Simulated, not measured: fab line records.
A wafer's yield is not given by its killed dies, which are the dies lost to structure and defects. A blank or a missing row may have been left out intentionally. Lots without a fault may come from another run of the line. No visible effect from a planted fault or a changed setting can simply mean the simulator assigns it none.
Matching of chambers :: flow sky130 :: SKY_CONTACT_CMP_27 on cmp-02 has 4 sister chambers
The step polishes, stops on SiO2, t overpolish 15 s, target thk 0 nm. 4 wafers are shown with their chamber, then 7 later ones without.

## WAFERS, EACH WITH ITS CHAMBER
wafer: L720.6
chamber: 3
edge-zone-pressure-frac: 0.998

wafer: L723.6
chamber: 1
edge-zone-pressure-frac: 1.007

wafer: L722.1
chamber: 2
edge-zone-pressure-frac: 1.001

wafer: L722.2
chamber: 0
edge-zone-pressure-frac: 0.987

## WAFERS WHOSE CHAMBER IS MISSING
wafer: L722.5
edge-zone-pressure-frac: 1.001

wafer: L724.3
edge-zone-pressure-frac: 0.997

wafer: L724.4
edge-zone-pressure-frac: 0.994

wafer: L724.6
edge-zone-pressure-frac: 0.996

wafer: L733.1
edge-zone-pressure-frac: 1.001

wafer: L733.5
edge-zone-pressure-frac: 1.005

wafer: L733.6
edge-zone-pressure-frac: 1.007

## WHICH CHAMBER EACH ONE RAN IN
wafer: L722.5
from the rows above: can't be placed: 2 or 3
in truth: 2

wafer: L724.3
from the rows above: can't be placed: 3 or 2
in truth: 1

wafer: L724.4
from the rows above: can't be placed: 3 or 2 or 0
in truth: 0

wafer: L724.6
from the rows above: can't be placed: 3 or 2
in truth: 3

wafer: L733.1
from the rows above: can't be placed: 2 or 3
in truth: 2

wafer: L733.5
from the rows above: can't be placed: 1 or 2
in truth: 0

wafer: L733.6
from the rows above: 1
in truth: 1
1 of 7 placed correctly. Not placeable from these rows: 6 (in 4, the candidates include the true chamber). Wrongly placed: 0.
How it was worked out, from the rows above alone: a wafer's distance from a chamber is the root of the sum, over the readings, of the square of ((its reading less the chamber's mean) divided by the reading's scatter). If the next closest chamber is less than 2 further off than the closest, the wafer can't be placed; otherwise it belongs to the closest. A chamber's mean is the mean of its shown wafers. The scatter: with one shown wafer a chamber, the root of the mean of the squares of how far each hidden wafer lies from its nearest shown one.
